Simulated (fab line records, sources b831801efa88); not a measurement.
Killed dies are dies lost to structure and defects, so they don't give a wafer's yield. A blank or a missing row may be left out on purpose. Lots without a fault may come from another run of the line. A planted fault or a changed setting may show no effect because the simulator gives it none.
Chamber matching | flow gf180mcu | GF_CONTACT_CVD_02 on pecvd-02: 3 sister chambers
The step deposits SiO2 from TEOS, target thk 860 nm, time 95.992 s. 6 wafers are shown with their chamber, then 7 later ones without.

WAFERS WITH THEIR CHAMBER
wafer  | chamber | heater_power_w (W)
L917.4 | 2       | 739
L933.3 | 1       | 683
L933.4 | 0       | 687
L933.5 | 1       | 705
L935.1 | 2       | 747
L935.2 | 0       | 654

WAFERS WITHOUT THEIR CHAMBER
wafer  | heater_power_w (W)
L935.3 | 764
L937.3 | 717
L937.5 | 630
L937.6 | 581
L939.1 | 687
L939.4 | 736
L939.5 | 606

WHICH CHAMBER EACH WENT THROUGH
wafer  | from the rows above          | in truth
L935.3 | 2                            | 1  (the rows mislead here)
L937.3 | can't be placed: 1 or 2 or 0 | 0
L937.5 | can't be placed: 0 or 1      | 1
L937.6 | can't be placed: 0 or 1      | 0
L939.1 | can't be placed: 1 or 0      | 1
L939.4 | 2                            | 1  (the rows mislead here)
L939.5 | can't be placed: 0 or 1      | 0
Placed correctly: 0 of 7. Can't be placed from these rows: 5 (the true chamber is among the candidates in 5). Placed wrongly: 2.
How it was worked out, from the rows above alone: a wafer's distance from a chamber is the root of the sum, over the readings, of the square of ((its reading less the chamber's mean) divided by the reading's scatter). The wafer belongs to the nearest chamber; if the next one is less than 2 further off, it can't be placed. A chamber's mean is the mean of its shown wafers. The scatter: the root of (the sum of the squares of (reading less its chamber's mean) over the shown wafers, divided by (wafers less chambers)).
